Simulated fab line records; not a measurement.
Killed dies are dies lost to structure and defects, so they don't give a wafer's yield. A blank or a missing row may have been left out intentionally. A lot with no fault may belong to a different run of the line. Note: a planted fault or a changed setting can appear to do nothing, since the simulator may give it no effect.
fab line records	flow gf180mcu
record lots=6	wafers=18	last-day=35
route steps=602 shown M2@372 V2@382 M3@409 PASSIVATION@602
lots with no fault: from the same line, run without faults
start-h: the number of hours between the record's first day and the start of the first shown wafer of the lot	wait-h: hours from the lot's prior step to this one	" repeats the value in the row above	L1.1+2: several wafers, shown together as one row	- either no value or no given start	* or withheld: withheld	< > ~ a bound
route shown NAME@n: names a module that has steps shown in the file, with the first one's number in the route	usual: average and standard deviation across the fault-free wafers	same: alike in all rows	chamber/n: place in a boat	sites: per-site readings	_std_site: how widely they spread, as a standard deviation	_edge_site: outer sites' mean less inner sites'	radius-mm: for every site, how far away it sits from the centre of the wafer	mask NAME#n: copy n	behind: the tool/chamber that last shaped the wafer	hold: why the lot went on hold/how many hours it stayed there/how the hold came to an end	device: the n, p or np transistor that did not switch	end of line: tests run on the same wafers once the route is complete	a step with no rows: only its recipe	killed: the dies lost at the first sort to structure and to defects; this is not the yield of the wafer	map: the dies of a wafer, with x for killed, . for not killed, _ for no die there
set.NAME: the setting that was run; set.NAME@STEP: the one run at that earlier step	model.NAME: the simulator's own value behind a step, which no gauge read
lots seen at some steps along the route; tables by step, rows by wafer
services: a tool's chamber out of use, with start hour (start-h, from the record's first day; less than 0 if before it), hours out, and reason
## steps
# step GF_M2_SOFTBAKE_10
# recipe temp-c=130	time-s=60	resist=KrF
# step GF_M2_EXPOSE_11
# recipe mask-id=Metal2	target-cd-nm=280	na=0.68	source-shape=conventional	sigma-outer=0.6	dose-mj=28
# step GF_M2_PEB_12
# recipe peb-temp-c=135	peb-time-s=90	resist=KrF
# step GF_M2_DEVELOP_13
# recipe develop-time-s=60	dev-temp-c=21
# step GF_M2_CD_MEAS_14
# recipe target-cd-nm=280
# usual cd-nm=280.2/1.2
lot.wafer	tool	chamber	start-h	wait-h	cd-nm
L172.1	cd-sem-02	-	447.24	0.1	280.6
L172.2	"	-	"	"	279.0
L172.4	"	-	"	"	279.0
L175.2	cd-sem-01	-	469.51	0.1	279.1
L175.5	"	-	"	"	278.1
L175.6	"	-	"	"	278.5
L190.1	cd-sem-01	-	603.70	0.1	278.9
L190.3	"	-	"	"	280.7
L190.6	"	-	"	"	279.3
L192.3	cd-sem-01	-	608.51	0.3	279.4
L192.5	"	-	"	"	279.3
L192.6	"	-	"	"	279.9
L194.2	cd-sem-01	-	630.34	0.2	280.6
L194.4	"	-	"	"	279.8
L194.5	"	-	"	"	279.3
L188.2	cd-sem-01	-	648.45	0.1	280.8
L188.3	"	-	"	"	280.4
L188.5	"	-	"	"	279.7
# step GF_M2_OVL_MEAS_15
# usual M2_OVL=-2/5.5
lot.wafer	tool	chamber	start-h	wait-h	M2_OVL[nm]
L172.1	overlay-02	-	447.36	0.1	4
L172.2	"	-	"	"	-1
L172.4	"	-	"	"	-10
L175.2	overlay-01	-	469.62	0.1	-8
L175.5	"	-	"	"	-4
L175.6	"	-	"	"	-12
L190.1	overlay-02	-	603.82	0.1	2
L190.3	"	-	"	"	-9
L190.6	"	-	"	"	-2
L192.3	overlay-01	-	608.60	0.1	9
L192.5	"	-	"	"	2
L192.6	"	-	"	"	2
L194.2	overlay-01	-	630.45	0.1	-9
L194.4	"	-	"	"	-11
L194.5	"	-	"	"	2
L188.2	overlay-02	-	648.56	0.1	-5
L188.3	"	-	"	"	1
L188.5	"	-	"	"	9
# step GF_M2_METAL_ETCH_16
# recipe chemistry=Cl2/BCl3	mask-material=KrF	target-depth-nm=750.8	stop-on=SiO2	pressure-mtorr=8	icp-w=800	bias-w=140	Cl2_flow_sccm=80	bcl3-flow-sccm=40	time-s=125.1
# usual drypump-motor-current-A=5.5/0.32	he-backside-leak-sccm=3.30/0.27	oes-product-au=0.992/0.0058	throttle-valve-pct=28.227/0.011
lot.wafer	tool	chamber	start-h	wait-h	drypump-motor-current-A	he-backside-leak-sccm	oes-product-au	rf-hours-counter-h	throttle-valve-pct
L172.1	rie-metal-01	1	447.40	0.0	5.8	3.03	0.995	8	28.226
L172.2	"	0	"	"	5.5	3.41	0.991	10	28.219
L172.4	"	0	"	"	5.5	3.49	0.986	-	28.213
L175.2	rie-metal-01	0	469.65	0.0	5.4	3.57	0.983	11	28.221
L175.5	"	1	"	"	5.9	3.04	0.995	-	28.206
L175.6	"	0	"	"	5.4	3.44	0.988	-	28.222
L190.1	rie-metal-01	0	603.86	0.0	5.5	3.42	0.973	0	28.240
L190.3	"	0	"	"	5.5	3.40	0.992	-	28.242
L190.6	"	0	"	"	5.4	3.37	0.993	-	28.230
L192.3	rie-metal-04	1	608.67	0.1	5.6	3.38	0.987	-	28.231
L192.5	"	1	"	"	5.6	3.57	0.998	-	28.215
L192.6	"	0	"	"	5.2	3.38	0.990	-	28.235
L194.2	rie-metal-02	1	630.48	0.0	5.0	3.20	0.988	7	28.231
L194.4	"	1	"	"	5.0	3.07	0.976	-	28.233
L194.5	"	0	"	"	5.9	3.45	0.989	-	28.226
L188.2	rie-metal-02	1	648.59	0.0	5.0	3.00	0.993	8	28.221
L188.3	"	0	"	"	5.9	3.34	0.992	-	28.219
L188.5	"	0	"	"	5.9	3.22	0.999	-	28.227
# step GF_M2_STRIP_17
# recipe chemistry=O2/N2	power-w=1400	pressure-mtorr=1500	platen-temp-c=250	o2-flow-sccm=3000	n2-flow-sccm=300	overash-fraction=0.5
# usual drypump-motor-current-A=5.98/0.29	heater-power-w=373/52	oes-product-au=0.535/0.0051	strip-time-to-endpoint-s=7.34/0.055
lot.wafer	tool	chamber	start-h	wait-h	drypump-motor-current-A	heater-power-w	oes-product-au	rf-hours-counter-h	strip-time-to-endpoint-s
L172.1	plasma-asher-02	0	447.53	0.1	6.25	370	0.537	34	7.33
L172.2	"	1	"	"	6.21	444	0.538	34	7.32
L172.4	"	1	"	"	6.22	442	0.536	-	7.29
L175.2	plasma-asher-01	1	469.78	0.1	6.06	323	0.534	4	7.37
L175.5	"	0	"	"	5.66	382	0.541	-	7.36
L175.6	"	1	"	"	6.05	326	0.535	-	7.34
L190.1	plasma-asher-02	1	603.99	0.1	6.23	455	0.539	49	7.41
L190.3	"	0	"	"	6.28	376	0.535	-	7.37
L190.6	"	1	"	"	6.25	468	0.542	-	7.40
L192.3	plasma-asher-02	0	608.79	0.1	6.28	378	0.527	-	7.43
L192.5	"	0	"	"	6.30	362	0.543	-	7.41
L192.6	"	1	"	"	6.25	455	0.540	-	7.45
L194.2	plasma-asher-03	1	630.61	0.1	6.29	322	0.540	96	7.41
L194.4	"	1	"	"	6.29	303	0.542	-	7.40
L194.5	"	1	"	"	6.29	305	0.530	-	7.29
L188.2	plasma-asher-01	0	648.72	0.1	5.66	382	0.540	24	7.38
L188.3	"	0	"	"	5.63	371	0.538	-	7.31
L188.5	"	1	"	"	6.06	323	0.527	-	7.23
# step GF_M2_STRIP_18
# recipe chemistry=post-etch-residue-remover	time-s=1200	temp-c=72.5
# step GF_M2_CLEAN_19
# recipe chemistry=DIW	dry=n2-spin
# step GF_V2_CVD_00
# recipe material=SiO2	target-thk-nm=600	sigma-open-frac=0.3	temp-c=400	time-s=100	sih4-flow-sccm=60	pressure-mtorr=6
# step GF_V2_THK_MEAS_01
# recipe reads=SiO2_of_V2_CVD_00
# usual V2_CVD_00_THK=599/6.6
lot.wafer	tool	chamber	start-h	wait-h	V2_CVD_00_THK[nm]
L172.1	film-metro-03	-	448.13	0.0	605
L172.2	"	-	"	"	606
L172.4	"	-	"	"	610
L175.2	film-metro-04	-	470.46	0.0	598
L175.5	"	-	"	"	602
L175.6	"	-	"	"	602
L190.1	film-metro-03	-	604.59	0.0	597
L190.3	"	-	"	"	598
L190.6	"	-	"	"	598
L192.3	film-metro-04	-	609.38	0.1	591
L192.5	"	-	"	"	594
L192.6	"	-	"	"	593
L194.2	film-metro-01	-	631.30	0.0	609
L194.4	"	-	"	"	615
L194.5	"	-	"	"	601
L188.2	film-metro-04	-	649.33	0.0	608
L188.3	"	-	"	"	601
L188.5	"	-	"	"	602
# step GF_V2_CVD_02
# recipe material=SiO2	target-thk-nm=850	precursor=TEOS	temp-c=400	time-s=94.851	rf-w=587.6
# usual heater-power-w=698/93
lot.wafer	tool	chamber	start-h	wait-h	heater-power-w	model.SiO2_of_V2_CVD_02.thk-nm
L172.1	pecvd-03	1	448.19	0.1	581	833.3
L172.2	"	2	"	"	770	820.6
L172.4	"	1	"	"	610	830.5
L175.2	pecvd-04	0	470.51	0.0	836	844.1
L175.5	"	1	"	"	761	846.2
L175.6	"	2	"	"	750	844.8
L190.1	pecvd-03	2	604.65	0.1	684	574.5
L190.3	"	0	"	"	759	592.7
L190.6	"	0	"	"	599	597.8
L192.3	pecvd-03	1	609.42	0.0	574	599
L192.5	"	2	"	"	696	596
L192.6	"	1	"	"	623	614.2
L194.2	pecvd-02	1	631.35	0.0	801	844.5
L194.4	"	0	"	"	661	842.5
L194.5	"	1	"	"	863	871.8
L188.2	pecvd-02	2	649.38	0.0	589	826.2
L188.3	"	1	"	"	896	823.5
L188.5	"	2	"	"	624	841.2
# step GF_V2_THK_MEAS_03
# recipe reads=SiO2_of_V2_CVD_02
# usual V2_CVD_02_THK=841/10
lot.wafer	tool	chamber	start-h	wait-h	V2_CVD_02_THK[nm]
L172.1	film-metro-01	-	448.26	0.0	834
L172.2	"	-	"	"	821
L172.4	"	-	"	"	831
L175.2	film-metro-03	-	470.59	0.0	844
L175.5	"	-	"	"	846
L175.6	"	-	"	"	845
L190.1	film-metro-04	-	604.72	0.0	574
L190.3	"	-	"	"	593
L190.6	"	-	"	"	598
L192.3	film-metro-01	-	609.51	0.1	599
L192.5	"	-	"	"	596
L192.6	"	-	"	"	614
L194.2	film-metro-04	-	631.42	0.0	844
L194.4	"	-	"	"	842
L194.5	"	-	"	"	872
L188.2	film-metro-03	-	649.46	0.0	826
L188.3	"	-	"	"	823
L188.5	"	-	"	"	841
# step GF_V2_CMP_04
# recipe material=SiO2	down-force-psi=4	platen-rpm=60	pad-velocity-m-s=0.94248
# step GF_V2_BOW_MEAS_05
# recipe mode=bow
# usual V2_BOW=101/8.6
lot.wafer	tool	chamber	start-h	wait-h	V2_BOW[um]
L172.1	film-metro-04	-	448.62	0.2	98
L172.2	"	-	"	"	100
L172.4	"	-	"	"	99
L175.2	film-metro-01	-	470.96	0.2	109
L175.5	"	-	"	"	94
L175.6	"	-	"	"	98
L190.1	film-metro-03	-	605.08	0.2	96
L190.3	"	-	"	"	107
L190.6	"	-	"	"	108
L192.3	film-metro-01	-	609.89	0.3	110
L192.5	"	-	"	"	113
L192.6	"	-	"	"	116
L194.2	film-metro-01	-	632.35	0.2	100
L194.4	"	-	"	"	97
L194.5	"	-	"	"	97
L188.2	film-metro-03	-	649.83	0.3	104
L188.3	"	-	"	"	98
L188.5	"	-	"	"	98
# step GF_V2_DEHYDRATE_06
# recipe temp-c=200	time-s=60
# step GF_V2_HMDS_07
# recipe prime-time-s=60	prime-temp-c=120
# step GF_V2_COAT_08
# recipe resist=BARC	temp-c=withheld	time-s=withheld	spin-rpm=withheld	resist-thk-nm=withheld
# step GF_V2_COAT_09
# recipe resist=KrF	spin-rpm=withheld	resist-thk-nm=1000
# step GF_V2_SOFTBAKE_10
# recipe temp-c=130	time-s=60	resist=KrF
# step GF_V2_EXPOSE_11
# recipe mask-id=Via2	target-cd-nm=260	na=0.68	source-shape=conventional	sigma-outer=0.6	dose-mj=38
# step GF_V2_PEB_12
# recipe peb-temp-c=135	peb-time-s=90	resist=KrF
# step GF_V2_DEVELOP_13
# recipe develop-time-s=60	resist=KrF	dev-temp-c=21
# step GF_V2_CD_MEAS_14
# recipe target-cd-nm=260
# usual cd-nm=259.9/1.2
lot.wafer	tool	chamber	start-h	wait-h	cd-nm
L172.1	cd-sem-01	-	473.33	0.1	261.1
L172.2	"	-	"	"	261.3
L172.4	"	-	"	"	260.4
L175.2	cd-sem-02	-	495.32	0.1	259.1
L175.5	"	-	"	"	259.9
L175.6	"	-	"	"	260.2
L190.1	cd-sem-01	-	626.25	0.2	260.8
L190.3	"	-	"	"	260.3
L190.6	"	-	"	"	259.7
L192.3	cd-sem-01	-	630.24	0.1	259.9
L192.5	"	-	"	"	260.7
L192.6	"	-	"	"	259.5
L194.2	cd-sem-02	-	652.10	0.1	261.5
L194.4	"	-	"	"	260.9
L194.5	"	-	"	"	260.2
L188.2	cd-sem-01	-	668.60	0.1	260.5
L188.3	"	-	"	"	259.4
L188.5	"	-	"	"	262.4
# step GF_V2_OVL_MEAS_15
# usual V2_OVL=3/5.5
lot.wafer	tool	chamber	start-h	wait-h	V2_OVL[nm]
L172.1	overlay-01	-	473.45	0.1	-5
L172.2	"	-	"	"	3
L172.4	"	-	"	"	6
L175.2	overlay-02	-	495.43	0.1	6
L175.5	"	-	"	"	10
L175.6	"	-	"	"	1
L190.1	overlay-01	-	626.37	0.1	1
L190.3	"	-	"	"	-3
L190.6	"	-	"	"	4
L192.3	overlay-01	-	630.33	0.1	9
L192.5	"	-	"	"	9
L192.6	"	-	"	"	6
L194.2	overlay-02	-	652.21	0.1	2
L194.4	"	-	"	"	8
L194.5	"	-	"	"	-4
L188.2	overlay-02	-	668.71	0.1	-2
L188.3	"	-	"	"	5
L188.5	"	-	"	"	5
# step GF_V2_ETCH_16
# recipe chemistry=N2/H2	target-depth-a=withheld	overetch-a=withheld	time-s=withheld	target=BARC	ion-energy-ev=200	source-w=500	bias-w=100	pressure-mtorr=30	n2-flow-sccm=100	h2-flow-sccm=200
# step GF_V2_ETCH_17
# recipe chemistry=C4F8/O2/Ar	mask-material=KrF	target=SiO2	stop-on=TiN	source-w=1500	bias-w=1200	pressure-mtorr=40	c4f8-flow-sccm=withheld	O2_flow_sccm=6	Ar_flow_sccm=300	time-s=withheld	target-depth-a=6300
# usual oes-product-au=0.856/0.0042
lot.wafer	tool	chamber	start-h	wait-h	oes-product-au	model.etch.depth-nm	model.V2.feature-depth-nm
L172.1	rie-diel-01	3	-	-	0.863	633.5	633.5
L172.2	"	1	"	"	0.866	634.3	634.3
L172.4	"	0	"	"	0.856	634.5	634.5
L175.2	rie-diel-02	3	-	-	0.853	633.4	633.4
L175.5	"	2	"	"	0.849	633.8	633.8
L175.6	"	1	"	"	0.855	632.8	632.8
L190.1	rie-diel-01	2	-	-	0.812	574.5	574.5
L190.3	"	1	"	"	0.818	592.7	592.7
L190.6	"	1	"	"	0.823	597.8	597.8
L192.3	rie-diel-04	2	-	-	0.836	599	599
L192.5	"	3	"	"	0.828	596	596
L192.6	"	2	"	"	0.839	614.2	614.2
L194.2	rie-diel-02	0	-	-	0.854	631.6	631.6
L194.4	"	3	"	"	0.855	631	631
L194.5	"	0	"	"	0.855	631.1	631.1
L188.2	rie-diel-04	3	-	-	0.851	632.3	632.3
L188.3	"	1	"	"	0.853	632.5	632.5
L188.5	"	0	"	"	0.856	631.6	631.6
# step GF_V2_STRIP_18
# recipe chemistry=O2/N2	power-w=1400	pressure-mtorr=1500	platen-temp-c=250	o2-flow-sccm=3000	n2-flow-sccm=300	overash-fraction=0.5
# usual drypump-motor-current-A=5.7/0.56	heater-power-w=352/46	oes-product-au=0.593/0.0046
lot.wafer	tool	chamber	start-h	wait-h	drypump-motor-current-A	heater-power-w	oes-product-au	rf-hours-counter-h
L172.1	plasma-asher-01	0	473.62	-	5.6	368	0.597	5
L172.2	"	1	"	"	6.0	315	0.596	5
L172.4	"	0	"	"	5.7	379	0.592	-
L175.2	plasma-asher-03	0	495.59	-	5.5	436	0.596	82
L175.5	"	1	"	"	6.3	310	0.596	-
L175.6	"	0	"	"	5.5	438	0.588	-
L190.1	plasma-asher-03	1	626.54	-	6.3	306	0.590	95
L190.3	"	1	"	"	6.3	313	0.589	-
L190.6	"	1	"	"	6.3	301	0.593	-
L192.3	plasma-asher-04	1	630.52	-	4.6	337	0.596	-
L192.5	"	1	"	"	4.7	346	0.596	-
L192.6	"	0	"	"	6.2	323	0.599	-
L194.2	plasma-asher-03	1	652.37	-	6.3	294	0.596	98
L194.4	"	0	"	"	5.5	442	0.592	-
L194.5	"	0	"	"	5.5	439	0.596	-
L188.2	plasma-asher-01	1	668.87	-	6.1	316	0.600	26
L188.3	"	1	"	"	6.0	319	0.595	-
L188.5	"	0	"	"	5.7	375	0.593	-
# step GF_V2_STRIP_19
# recipe chemistry=post-etch-residue-remover	time-s=1200	temp-c=72.5
# step GF_V2_CLEAN_20
# recipe chemistry=DIW	dry=n2-spin
# step GF_V2_SPUTTER_21
# recipe material=Ti	target-thk-nm=15	chamber-pressure-pa=5	power-w=2500	substrate-temp-c=200	time-s=80.02
# step GF_V2_SPUTTER_22
# recipe material=TiN	target-thk-nm=10	chamber-pressure-pa=5	power-w=4000	time-s=40
# usual throttle-valve-pct=30.5/1.1
lot.wafer	tool	chamber	start-h	wait-h	throttle-valve-pct
L172.1	pvd-sputter-02	-	474.22	0.0	30.7
L172.2	"	-	"	"	30.7
L172.4	"	-	"	"	30.5
L175.2	pvd-sputter-02	-	496.18	0.0	30.9
L175.5	"	-	"	"	30.4
L175.6	"	-	"	"	30.8
L190.1	pvd-sputter-02	-	627.13	0.0	31.6
L190.3	"	-	"	"	30.6
L190.6	"	-	"	"	30.7
L192.3	pvd-sputter-02	-	631.11	0.0	31.5
L192.5	"	-	"	"	31.5
L192.6	"	-	"	"	31.0
L194.2	pvd-sputter-02	-	652.98	0.0	30.8
L194.4	"	-	"	"	31.5
L194.5	"	-	"	"	30.6
L188.2	pvd-sputter-04	-	669.49	0.0	29.3
L188.3	"	-	"	"	29.8
L188.5	"	-	"	"	29.5
# step GF_V2_CVD_23
# recipe material=W	target-thk-nm=350	time-s=104.94	temp-c=400	pressure-torr=40
# step GF_V2_RS_MEAS_24
# recipe thk-meas-gauge=four-point-probe	reads=W_of_V2_CVD_23+TiN_of_V2_SPUTTER_22+Ti_of_V2_SPUTTER_21
# usual V2_W_RS=0.327/0.003
lot.wafer	tool	chamber	start-h	wait-h	V2_W_RS[ohm/sq]
L172.1	film-metro-03	-	474.37	0.1	0.327
L172.2	"	-	"	"	0.330
L172.4	"	-	"	"	0.332
L175.2	film-metro-01	-	496.35	0.1	0.328
L175.5	"	-	"	"	0.327
L175.6	"	-	"	"	0.327
L190.1	film-metro-03	-	627.28	0.1	0.324
L190.3	"	-	"	"	0.321
L190.6	"	-	"	"	0.325
L192.3	film-metro-03	-	631.30	0.1	0.328
L192.5	"	-	"	"	0.326
L192.6	"	-	"	"	0.330
L194.2	film-metro-04	-	653.15	0.1	0.330
L194.4	"	-	"	"	0.329
L194.5	"	-	"	"	0.328
L188.2	film-metro-04	-	669.66	0.1	0.333
L188.3	"	-	"	"	0.326
L188.5	"	-	"	"	0.328
# step GF_V2_THK_MEAS_25
# recipe thk-meas-gauge=xrf	reads=W_of_V2_CVD_23
# usual V2_W_THK=350/4.2
lot.wafer	tool	chamber	start-h	wait-h	V2_W_THK[nm]
L172.1	film-metro-03	-	474.49	0.1	353
L172.2	"	-	"	"	349
L172.4	"	-	"	"	348
L175.2	film-metro-01	-	496.46	0.1	347
L175.5	"	-	"	"	350
L175.6	"	-	"	"	347
L190.1	film-metro-03	-	627.40	0.1	347
L190.3	"	-	"	"	349
L190.6	"	-	"	"	347
L192.3	film-metro-03	-	631.40	0.1	344
L192.5	"	-	"	"	345
L192.6	"	-	"	"	341
L194.2	film-metro-04	-	653.26	0.1	350
L194.4	"	-	"	"	351
L194.5	"	-	"	"	353
L188.2	film-metro-04	-	669.77	0.1	346
L188.3	"	-	"	"	352
L188.5	"	-	"	"	351
# step GF_V2_CMP_26
# recipe stop-on=SiO2	down-force-psi=3.5	platen-rpm=60	t-overpolish-s=15	target-thk-nm=0	pad-velocity-m-s=0.94248
# usual edge-zone-pressure-frac=0.999/0.0052	head-pressure-psi=3.500/0.0076	motor-current-A=11.1/0.63	overpolish-run-s=15.000/0.0092	slurry-flow-ml-min=150.0/0.48	time-to-endpoint-s=85/3.5
# same t-overpolish-s=15
lot.wafer	tool	chamber	start-h	wait-h	edge-zone-pressure-frac	head-pressure-psi	motor-current-A	overpolish-run-s	slurry-flow-ml-min	time-to-endpoint-s	model.SiO2_of_V2_CVD_02.thk-nm
L172.2	cmp-02	1	474.55	0.0	0.999	3.499	10.5	15.007	149.8	85	630.5
L172.1	"	2	"	"	0.994	3.503	11.7	14.997	149.7	91	629.7
L172.4	"	0	"	"	1.002	3.511	10.8	14.995	149.5	84	630.8
L175.2	cmp-02	2	496.61	0.1	1.002	3.506	12.3	14.991	149.8	90	629.6
L175.6	"	0	"	"	0.991	3.494	10.6	15.007	150.3	86	629
L175.5	"	1	"	"	0.988	3.501	11.2	14.989	150.4	87	630
L190.1	cmp-01	0	627.75	0.3	0.993	3.505	12.1	14.997	150.2	82	570.7
L190.3	"	1	"	"	1.006	3.509	11.2	15.010	150.8	93	588.9
L190.6	"	1	"	"	1.014	3.516	11.1	14.997	150.0	92	594.1
L192.3	cmp-01	2	631.88	0.5	0.996	3.514	9.9	14.992	149.5	88	595.2
L192.6	"	3	"	"	1.005	3.502	10.4	14.997	149.6	88	610.4
L192.5	"	0	"	"	1.004	3.502	11.3	15.020	149.8	86	592.3
L194.2	cmp-02	1	653.31	0.0	0.999	3.510	11.6	15.010	150.2	83	627.8
L194.4	"	2	"	"	0.998	3.487	12.4	15.006	150.5	83	627.2
L194.5	"	1	"	"	1.000	3.489	10.8	15.014	150.8	83	627.3
L188.3	cmp-02	0	669.82	0.0	0.995	3.498	11.4	15.000	149.5	81	628.7
L188.2	"	2	"	"	0.993	3.512	12.3	15.003	149.9	85	628.5
L188.5	"	0	"	"	0.997	3.507	10.4	15.007	150.2	80	627.9
# step GF_M3_SPUTTER_00
# recipe material=Ti	target-thk-nm=37.5	arriving-ion-energy-ev=80	substrate-temp-c=200	chamber-pressure-pa=2	power-w=4000	time-s=150
# usual throttle-valve-pct=30.6/0.94
lot.wafer	tool	chamber	start-h	wait-h	throttle-valve-pct
L172.1	pvd-sputter-04	-	474.85	0.2	29.5
L172.2	"	-	"	"	29.9
L172.4	"	-	"	"	30.5
L175.2	pvd-sputter-04	-	496.81	0.1	30.8
L175.5	"	-	"	"	29.6
L175.6	"	-	"	"	30.7
L190.1	pvd-sputter-03	-	628.05	0.2	31.0
L190.3	"	-	"	"	30.1
L190.6	"	-	"	"	31.0
L192.3	pvd-sputter-03	-	632.03	0.1	31.8
L192.5	"	-	"	"	30.0
L192.6	"	-	"	"	31.8
L194.2	pvd-sputter-04	-	653.61	0.2	29.3
L194.4	"	-	"	"	29.5
L194.5	"	-	"	"	29.4
L188.2	pvd-sputter-02	-	670.12	0.1	31.8
L188.3	"	-	"	"	30.5
L188.5	"	-	"	"	31.2
# step GF_PASSIVATION_PROBE_99
lot.wafer	tool	chamber	start-h	wait-h	model.etest.met3-comb.leak-log10-a-um
L172.1	prober-01	-	683.27	0.1	-11.78
L172.2	prober-01	-	683.32	0.1	-12.14
L172.4	prober-01	-	683.42	0.2	-11.88
L175.2	prober-02	-	699.36	0.1	-11.87
L175.5	prober-02	-	699.51	0.2	-12.11
L175.6	prober-02	-	699.56	0.2	-11.97
L190.1	prober-02	-	800.19	0.1	-7.102
L190.3	prober-02	-	800.29	0.2	-7.144
L190.6	prober-02	-	800.44	0.2	-7.123
L192.3	prober-02	-	805.04	0.2	-7.121
L192.5	prober-02	-	805.14	0.2	-7.082
L192.6	prober-02	-	805.19	0.3	-7.199
L194.2	prober-01	-	819.77	0.1	-11.9
L194.4	prober-01	-	819.87	0.2	-11.93
L194.5	prober-01	-	819.92	0.2	-11.88
L188.2	prober-02	-	831.69	0.1	-12.1
L188.3	prober-02	-	831.74	0.2	-11.97
L188.5	prober-02	-	831.84	0.2	-12.04
# killed by level:class
L172.1 V2:geometric-particle:open=6 STI:geometric-particle:open=4 CONTACT:geometric-particle:open=4 CONTACT:geometric-particle:short=3 M1:geometric-particle:short=3 V1:geometric-particle:open=3 V5:geometric-particle:open=3 STI:geometric-particle:short=2
L172.2 STI:geometric-particle:open=5 M3:geometric-particle:short=5 V3:geometric-particle:open=5 CONTACT:geometric-particle:open=4 V1:geometric-particle:open=4 V5:geometric-particle:open=4 M4:geometric-particle:short=4 V4:geometric-particle:open=4
L172.4 V5:geometric-particle:open=7 V4:geometric-particle:open=5 V1:geometric-particle:open=4 V3:geometric-particle:open=4 STI:geometric-particle:short=3 V2:geometric-particle:short=3 V2:geometric-particle:open=3 M4:geometric-particle:short=3
L175.2 CONTACT:geometric-particle:open=7 STI:geometric-particle:short=4 V3:geometric-particle:open=4 V2:geometric-particle:open=3 V4:geometric-particle:open=3 V5:geometric-particle:short=3 SALICIDE:geometric-particle:short=2 M1:geometric-particle:short=2
L175.5 V1:geometric-particle:open=6 V5:geometric-particle:open=6 CONTACT:geometric-particle:short=3 V1:geometric-particle:short=3 V3:geometric-particle:open=3 V4:geometric-particle:short=3 V4:geometric-particle:open=3 STI:geometric-particle:open=2
L175.6 CONTACT:geometric-particle:open=7 V2:geometric-particle:open=4 V1:geometric-particle:open=4 M1:geometric-particle:short=3 V3:geometric-particle:open=3 V5:geometric-particle:open=3 STI:geometric-particle:open=2 CONTACT:geometric-particle:short=2
L194.2 V1:geometric-particle:open=6 M5:geometric-particle:short=5 V5:geometric-particle:open=5 V2:geometric-particle:open=4 STI:geometric-particle:short=3 CONTACT:geometric-particle:open=3 V2:geometric-particle:short=3 V4:geometric-particle:open=3
L194.4 STI:geometric-particle:short=6 V3:geometric-particle:open=6 V1:geometric-particle:open=5 M4:geometric-particle:short=5 V5:geometric-particle:open=5 V4:geometric-particle:open=4 V2:geometric-particle:open=4 STI:geometric-particle:open=3
L194.5 CONTACT:geometric-particle:open=4 V2:geometric-particle:open=4 M3:geometric-particle:short=4 V3:geometric-particle:open=4 M5:geometric-particle:open=3 V5:geometric-particle:open=3 CONTACT:geometric-particle:short=2 M1:geometric-particle:short=2
L188.2 V1:geometric-particle:open=7 V3:geometric-particle:open=7 CONTACT:geometric-particle:open=5 V2:geometric-particle:open=4 V4:geometric-particle:open=3 V5:geometric-particle:open=3 M2:geometric-particle:short=3 M5:geometric-particle:short=3
L188.3 V1:geometric-particle:open=6 V4:geometric-particle:short=5 V1:geometric-particle:short=4 V2:geometric-particle:short=4 V5:geometric-particle:short=4 STI:geometric-particle:open=3 CONTACT:geometric-particle:open=3 M2:geometric-particle:short=3
L188.5 V4:geometric-particle:open=5 V3:geometric-particle:open=5 STI:geometric-particle:open=4 CONTACT:geometric-particle:open=4 M1:geometric-particle:open=3 V1:geometric-particle:short=3 V2:geometric-particle:short=3 STI:geometric-particle:short=2
## services
tool	chamber	start-h	hours	kind
cmp-02	-	425.45	1.3	repair
rie-diel-02	0	429.67	15.7	repair
cmp-02	-	451.33	0.8	repair
rie-metal-02	0	467.95	4.3	repair
pvd-sputter-04	-	470.76	3.6	repair
pecvd-02	-	484.71	14.1	repair
plasma-asher-02	-	492.78	12.3	repair
rie-diel-04	0	518.93	5.9	repair
cmp-01	-	523.45	3.2	pm
pecvd-03	0	533.68	8.0	repair
rie-diel-04	1	536.83	3.8	repair
pvd-sputter-04	-	539.50	6.4	repair
plasma-asher-03	-	542.31	2.4	repair
pvd-sputter-02	-	557.90	12.7	repair
cmp-02	-	572.28	4.0	pm
plasma-asher-01	-	624.10	6.2	repair
cmp-02	-	625.42	9.2	pm
pecvd-03	-	627.74	2.8	pm
plasma-asher-02	-	627.89	6.4	repair
pvd-sputter-02	-	641.97	3.0	repair
pecvd-03	2	654.34	4.8	repair
plasma-asher-01	-	654.79	2.8	pm
pvd-sputter-04	-	655.83	3.8	repair
plasma-asher-02	-	664.72	0.9	repair
## key
first-sign step=GF_V2_THK_MEAS_03	reading=V2_CVD_02_THK	direction=down	sigmas=24	usual=841	struck=596
effect step=GF_V2_ETCH_17	reading=oes-product-au	direction=down	sigmas=7.1	usual=0.856	struck=0.826
model-effect step=GF_V2_CVD_02	value=SiO2_of_V2_CVD_02.thk-nm	without=844.1	struck=595.7
model-effect step=GF_V2_ETCH_17	value=etch.depth-nm	without=632.1	struck=595.7
model-effect step=GF_V2_CMP_26	value=SiO2_of_V2_CVD_02.thk-nm	without=628.3	struck=591.9
model-effect step=GF_PASSIVATION_PROBE_99	value=etest.met3-comb.leak-log10-a-um	without=-11.98	struck=-7.129
met-at GF_V2_CVD_02
struck-wafers L190.1,L190.3,L190.6,L192.3,L192.5,L192.6
sort-left-out L190.1,L190.3,L190.6,L192.3,L192.5,L192.6
onset-between 448.19 604.65
also-fits GF_M2_STRIP_17:plasma-asher-02
fault kind=process-parameter-drift	tool=pecvd-03	chamber=-	onset-h=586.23	steps=GF_V2_CVD_02	channel=target-thk-nm	offset=-249.94	shape=step	end-h=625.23	acts-in=these-recipes-only	stated=850
# sort-left-out: the simulated sort isn't trusted on such a fault, so these wafers' sort isn't shown, and their yield isn't known
